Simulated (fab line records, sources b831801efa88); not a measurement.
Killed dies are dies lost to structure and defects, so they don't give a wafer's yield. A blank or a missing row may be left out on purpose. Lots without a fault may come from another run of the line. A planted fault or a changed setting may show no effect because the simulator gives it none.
fab line records | flow gf180mcu
record lots=11 wafers=33 last_day=34
route steps=602 shown VT_IMPLANT@121 PSD@256 SAB@274 V1@351
lots that met no fault: from a run of the same line without faults
start_h: hours from the record's first day to the start of the lot's first wafer shown | wait_h: hours since the lot's step before | " the same as in the row above | L1.1+2: a row that stands for several wafers | - no value, or no start given | * or withheld: withheld | < > ~ a bound
route shown NAME@n: a module of which the file shows steps, and the number in the route of the first | usual: mean/standard deviation of fault-free wafers | same: alike in all rows | chamber/n: place in a boat | sites: the reading at each site | _std_site: their standard deviation | _edge_site: outer sites' mean less inner sites' | radius_mm: how far each site lies from the wafer's centre | mask NAME#n: copy n | behind: the tool/chamber that last shaped the wafer | hold: why the lot was held/for how many hours/how that ended | device: the transistor (n, p or np) that didn't switch | end of line: the same wafers' tests at the end of the route | a step without rows: its recipe alone | killed: dies lost to structure and defects at the first sort, not the wafer's yield | map: a wafer's dies, x killed, . not, _ none there
set.NAME: the setting as run; set.NAME@STEP: as run at that earlier step | model.NAME: the simulator's own value behind a step, which no gauge read
steps of the route over a sample of lots; a table a step, a row a wafer
services: from which hour (start_h, from the record's first day; less than 0 if before it) a tool's chamber was out of use, for how many hours, and why
## steps
# step GF_VT_IMPLANT_STRIP_31
# recipe chemistry=O2/N2 power_w=1400 pressure_mtorr=1500 platen_temp_c=250 o2_flow_sccm=3000 n2_flow_sccm=300 overash_fraction=0.5
# usual drypump_motor_current_A=5.8/0.42 heater_power_w=370/28 oes_product_au=0.717/0.0044 strip_time_to_endpoint_s=12.64/0.036
# columns lot.wafer tool chamber start_h wait_h drypump_motor_current_A heater_power_w oes_product_au rf_hours_counter_h strip_time_to_endpoint_s
L341.3 plasma_asher-03 1 141.00 0.1 5.5 411 0.720 - 12.61
L341.5 " 0 " " 6.4 383 0.721 - 12.59
L341.6 " 1 " " 5.5 405 0.715 - 12.64
L343.1 plasma_asher-01 1 155.07 0.1 5.4 328 0.712 52 12.62
L343.2 " 0 " " 5.8 366 0.715 52 12.59
L343.3 " 0 " " 5.8 360 0.716 - 12.60
L347.3 plasma_asher-03 1 179.95 0.1 5.6 406 0.723 - 12.60
L347.5 " 0 " " 6.4 382 0.719 - 12.58
L347.6 " 1 " " 5.6 402 0.717 - 12.57
L349.1 plasma_asher-03 0 191.87 0.1 6.4 371 0.717 52 12.65
L349.5 " 1 " " 5.6 390 0.722 - 12.69
L349.6 " 0 " " 6.4 383 0.727 - 12.66
L351.1 plasma_asher-03 1 205.97 0.1 5.6 409 0.722 53 12.62
L351.2 " 0 " " 6.4 376 0.719 53 12.64
L351.4 " 1 " " 5.6 399 0.724 - 12.59
L352.2 plasma_asher-03 0 210.14 0.1 6.4 386 0.718 53 12.67
L352.3 " 0 " " 6.4 389 0.711 - 12.64
L352.5 " 0 " " 6.4 384 0.709 - 12.65
L353.1 plasma_asher-03 0 219.52 0.1 6.4 379 0.712 54 12.65
L353.2 " 1 " " 5.5 401 0.715 54 12.70
L353.4 " 0 " " 6.4 371 0.718 - 12.66
L354.4 plasma_asher-03 1 225.31 0.1 5.6 408 0.715 - 12.61
L354.5 " 0 " " 6.4 367 0.707 - 12.64
L354.6 " 1 " " 5.6 410 0.721 - 12.67
L357.4 plasma_asher-01 1 245.30 0.1 5.4 327 0.713 - 12.67
L357.5 " 1 " " 5.4 326 0.720 - 12.72
L357.6 " 0 " " 5.8 367 0.725 - 12.70
L361.1 plasma_asher-03 0 269.07 0.1 6.4 377 0.935 59 -
L361.5 " 1 " " 5.6 405 0.935 - -
L361.6 " 0 " " 6.4 371 0.939 - -
L364.4 plasma_asher-01 0 284.82 0.1 5.8 369 0.711 - 12.67
L364.5 " 0 " " 5.8 370 0.722 - 12.66
L364.6 " 1 " " 5.4 333 0.719 - 12.66
# step GF_VT_IMPLANT_STRIP_42
# recipe chemistry=O2/N2 power_w=1400 pressure_mtorr=1500 platen_temp_c=250 o2_flow_sccm=3000 n2_flow_sccm=300 overash_fraction=0.5
# usual drypump_motor_current_A=5.7/0.45 heater_power_w=367/28 oes_product_au=0.716/0.0044 strip_time_to_endpoint_s=12.65/0.033
# columns lot.wafer tool chamber start_h wait_h drypump_motor_current_A heater_power_w oes_product_au rf_hours_counter_h strip_time_to_endpoint_s
L341.3 plasma_asher-03 0 157.26 0.1 6.4 377 0.712 - 12.62
L341.5 " 0 " " 6.4 376 0.718 - 12.67
L341.6 " 1 " " 5.6 404 0.712 - 12.65
L343.1 plasma_asher-03 0 171.02 0.1 6.4 392 0.714 49 12.66
L343.2 " 1 " " 5.6 407 0.722 49 12.64
L343.3 " 1 " " 5.6 407 0.715 - 12.65
L347.3 plasma_asher-03 1 195.96 0.1 5.6 395 0.715 - 12.68
L347.5 " 0 " " 6.4 376 0.713 - 12.65
L347.6 " 1 " " 5.6 405 0.721 - 12.67
L349.1 plasma_asher-03 0 208.74 0.1 6.4 375 0.719 53 12.58
L349.5 " 0 " " 6.4 374 0.720 - 12.63
L349.6 " 1 " " 5.5 406 0.715 - 12.60
L351.1 plasma_asher-01 1 222.37 0.1 5.4 331 0.715 59 12.61
L351.2 " 0 " " 5.8 370 0.722 59 12.63
L351.4 " 0 " " 5.8 368 0.717 - 12.66
L352.2 plasma_asher-03 1 226.69 0.1 5.6 393 0.722 55 12.67
L352.3 " 1 " " 5.6 411 0.712 - 12.70
L352.5 " 1 " " 5.5 407 0.720 - 12.67
L353.1 plasma_asher-02 1 236.09 0.1 5.4 350 0.717 12 12.72
L353.2 " 0 " " 5.2 334 0.718 12 12.71
L353.4 " 0 " " 5.2 328 0.714 - 12.69
L354.4 plasma_asher-01 0 242.55 0.1 5.8 355 0.717 - 12.59
L354.5 " 1 " " 5.4 331 0.716 - 12.67
L354.6 " 0 " " 5.8 363 0.706 - 12.66
L357.4 plasma_asher-02 0 264.27 0.1 5.2 327 0.721 - 12.66
L357.5 " 0 " " 5.2 333 0.708 - 12.66
L357.6 " 1 " " 5.4 356 0.721 - 12.70
L361.1 plasma_asher-02 1 287.72 0.1 5.4 358 0.718 17 18.75
L361.5 " 1 " " 5.4 348 0.717 - 18.79
L361.6 " 0 " " 5.1 325 0.714 - 18.78
L364.4 plasma_asher-02 1 304.07 0.1 5.4 354 0.721 - 12.68
L364.5 " 0 " " 5.2 330 0.717 - 12.64
L364.6 " 1 " " 5.4 352 0.719 - 12.68
# step GF_VT_IMPLANT_TW_MEAS_43
# usual VT_IMPLANT_4_TW=694/8.5
# columns lot.wafer tool chamber start_h wait_h hold VT_IMPLANT_4_TW
L341.3 film_metro-03 - 157.34 0.1 - 695
L341.5 " - " " - 705
L341.6 " - " " - 697
L343.1 film_metro-03 - 171.12 0.1 - 698
L343.2 " - " " - 701
L343.3 " - " " - 702
L347.3 film_metro-03 - 196.04 0.1 - 703
L347.5 " - " " - 700
L347.6 " - " " - 702
L349.1 film_metro-03 - 208.84 0.1 - 700
L349.5 " - " " - 702
L349.6 " - " " - 708
L351.1 film_metro-02 - 222.47 0.1 - 683
L351.2 " - " " - 683
L351.4 " - " " - 687
L352.2 film_metro-03 - 226.80 0.1 - 694
L352.3 " - " " - 701
L352.5 " - " " - 697
L353.1 film_metro-04 - 236.19 0.1 - 688
L353.2 " - " " - 683
L353.4 " - " " - 685
L354.4 film_metro-03 - 242.65 0.1 - 705
L354.5 " - " " - 702
L354.6 " - " " - 709
L357.4 film_metro-02 - 264.37 0.1 - 684
L357.5 " - " " - 685
L357.6 " - " " - 687
L361.1 film_metro-02 - 287.82 0.1 await_dispo/0.2h/release 30
L361.5 " - " " await_dispo/0.2h/release 30
L361.6 " - " " await_dispo/0.2h/release 30
L361.1 film_metro-02 - 288.05 0.2 - 30
L361.5 " - " " - 30
L361.6 " - " " - 30
L364.4 film_metro-03 - 304.17 0.1 - 701
L364.5 " - " " - 706
L364.6 " - " " - 705
# step GF_PSD_OVL_MEAS_08
# usual PSD_OVL=1.2/1.4
# columns lot.wafer tool chamber start_h wait_h PSD_OVL[nm]
L341.3 overlay-02 - 322.32 0.1 2.4
L341.5 " - " " 1.1
L341.6 " - " " 0.9
L343.1 overlay-02 - 347.76 0.1 2.8
L343.2 " - " " 1.9
L343.3 " - " " 3.4
L347.3 overlay-02 - 374.82 0.1 1.1
L347.5 " - " " 1.3
L347.6 " - " " 0.9
L349.1 overlay-01 - 385.15 0.1 -0.1
L349.5 " - " " 1.7
L349.6 " - " " 0.9
L351.1 overlay-02 - 403.05 0.1 3.5
L351.2 " - " " 3.3
L351.4 " - " " 3.0
L352.2 overlay-02 - 413.11 0.1 1.3
L352.3 " - " " 2.5
L352.5 " - " " 1.7
L353.1 overlay-01 - 425.00 0.1 0.6
L353.2 " - " " -0.5
L353.4 " - " " 0.4
L354.4 overlay-02 - 427.24 0.1 4.2
L354.5 " - " " 3.8
L354.6 " - " " 3.3
L357.4 overlay-01 - 458.42 0.1 1.6
L357.5 " - " " 1.1
L357.6 " - " " 3.2
L364.4 overlay-02 - 497.54 0.1 4.4
L364.5 " - " " 2.3
L364.6 " - " " 2.0
# step GF_SAB_OVL_MEAS_10
# usual SAB_OVL=-0.3/1.1
# columns lot.wafer tool chamber start_h wait_h SAB_OVL[nm]
L341.3 overlay-02 - 344.36 0.1 -0.2
L341.5 " - " " 0.7
L341.6 " - " " 0.0
L343.1 overlay-01 - 370.12 0.1 -1.0
L343.2 " - " " -1.7
L343.3 " - " " 0.2
L347.3 overlay-01 - 398.16 0.1 0.2
L347.5 " - " " -1.7
L347.6 " - " " -1.6
L349.1 overlay-01 - 408.40 0.1 -0.6
L349.5 " - " " 0.6
L349.6 " - " " 0.4
L351.1 overlay-02 - 427.65 0.1 -0.8
L351.2 " - " " 0.2
L351.4 " - " " 0.5
L352.2 overlay-02 - 437.93 0.1 0.4
L352.3 " - " " -0.7
L352.5 " - " " 0.6
L353.1 overlay-01 - 449.72 0.1 -0.5
L353.2 " - " " 0.6
L353.4 " - " " -1.4
L354.4 overlay-01 - 452.09 0.1 -0.6
L354.5 " - " " -2.8
L354.6 " - " " -2.2
L357.4 overlay-02 - 482.59 0.1 0.8
L357.5 " - " " 0.0
L357.6 " - " " -0.7
L364.4 overlay-01 - 519.89 0.1 -2.8
L364.5 " - " " 0.2
L364.6 " - " " -0.1
# step GF_V1_ETCH_16
# recipe chemistry=N2/H2 target_depth_a=withheld overetch_a=withheld time_s=withheld target=BARC ion_energy_ev=200 source_w=500 bias_w=100 pressure_mtorr=30 n2_flow_sccm=100 h2_flow_sccm=200
# usual drypump_motor_current_A=5.4/0.4 oes_product_au=0.855/0.0045 throttle_valve_pct=13.226/0.01
# columns lot.wafer tool chamber start_h wait_h drypump_motor_current_A oes_product_au throttle_valve_pct
L341.3 rie_diel-02 0 417.76 0.0 4.9 0.853 13.244
L341.5 " 3 " " 5.3 0.852 13.233
L341.6 " 0 " " 4.9 0.856 13.226
L343.1 rie_diel-04 1 443.81 0.0 5.8 0.864 13.243
L343.2 " 2 " " 5.1 0.854 13.219
L343.3 " 3 " " 5.3 0.860 13.238
L347.3 rie_diel-02 3 474.38 0.0 5.3 0.863 13.228
L347.5 " 3 " " 5.3 0.855 13.247
L347.6 " 1 " " 6.0 0.860 13.218
L349.1 rie_diel-04 2 485.33 0.0 5.1 0.854 13.224
L349.5 " 0 " " 5.9 0.859 13.242
L349.6 " 3 " " 5.3 0.849 13.226
L351.1 rie_diel-01 1 504.80 0.0 4.9 0.856 13.224
L351.2 " 0 " " 6.0 0.860 13.232
L351.4 " 2 " " 5.7 0.854 13.227
L352.2 rie_diel-04 2 514.18 0.0 5.2 0.866 13.224
L352.3 " 1 " " 5.8 0.855 13.217
L352.5 " 3 " " 5.3 0.850 13.227
L353.1 rie_diel-02 3 525.28 0.0 5.3 0.853 13.220
L353.2 " 0 " " 4.9 0.854 13.226
L353.4 " 1 " " 6.0 0.859 13.216
L354.4 rie_diel-01 3 528.23 0.0 5.1 0.856 13.208
L354.5 " 3 " " 5.2 0.851 13.251
L354.6 " 0 " " 6.0 0.856 13.213
L357.4 rie_diel-01 0 557.35 0.0 6.0 0.861 13.217
L357.5 " 3 " " 5.2 0.853 13.214
L357.6 " 0 " " 6.0 0.854 13.247
L364.4 rie_diel-02 2 590.69 0.0 5.5 0.850 13.211
L364.5 " 3 " " 5.3 0.862 13.235
L364.6 " 2 " " 5.6 0.857 13.221
## services
# columns tool chamber start_h hours kind
rie_diel-04 0 118.33 19.3 repair
rie_diel-02 - 156.03 0.6 repair
plasma_asher-03 - 158.35 2.8 pm
rie_diel-01 0 163.64 15.6 repair
rie_diel-01 2 164.92 40.5 repair
plasma_asher-01 - 168.96 3.3 repair
rie_diel-02 2 183.56 4.1 repair
rie_diel-02 0 184.21 4.3 repair
plasma_asher-02 - 189.13 3.6 repair
rie_diel-02 2 189.73 2.8 repair
rie_diel-02 2 208.29 5.9 repair
rie_diel-02 1 210.29 7.2 repair
plasma_asher-02 - 236.62 6.8 repair
plasma_asher-02 - 237.89 1.0 repair
plasma_asher-02 - 300.93 0.8 repair
rie_diel-02 2 320.48 1.2 repair
plasma_asher-02 - 340.67 1.4 repair
rie_diel-02 1 366.42 7.7 repair
plasma_asher-02 - 379.15 14.6 pm
plasma_asher-03 - 421.25 9.0 pm
rie_diel-02 0 459.55 19.9 repair
plasma_asher-03 - 461.96 15.6 pm
plasma_asher-03 - 477.56 14.6 pm
plasma_asher-03 - 498.93 1.5 repair
## key
first_sign step=GF_VT_IMPLANT_STRIP_31 reading=oes_product_au direction=up sigmas=50 usual=0.717 struck=0.937
effect step=GF_VT_IMPLANT_STRIP_42 reading=strip_time_to_endpoint_s direction=up sigmas=99+ usual=* struck=*
effect step=GF_VT_IMPLANT_TW_MEAS_43 reading=visit direction=added
effect step=GF_VT_IMPLANT_TW_MEAS_43 reading=VT_IMPLANT_4_TW direction=down sigmas=78 usual=694 struck=30
met_at GF_VT_IMPLANT_STRIP_31
struck_lots L361
scrapped_behind GF_VT_IMPLANT_TW_MEAS_43 L361.1,L361.5,L361.6
not_acting_at GF_PSD_OVL_MEAS_08,GF_SAB_OVL_MEAS_10,GF_V1_ETCH_16
onset_between 225.31 269.07
fault kind=strip_aborted tool=plasma_asher-03 chamber=- onset_h=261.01 steps=GF_VT_IMPLANT_STRIP_31 offset=0.66648 end_h=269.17
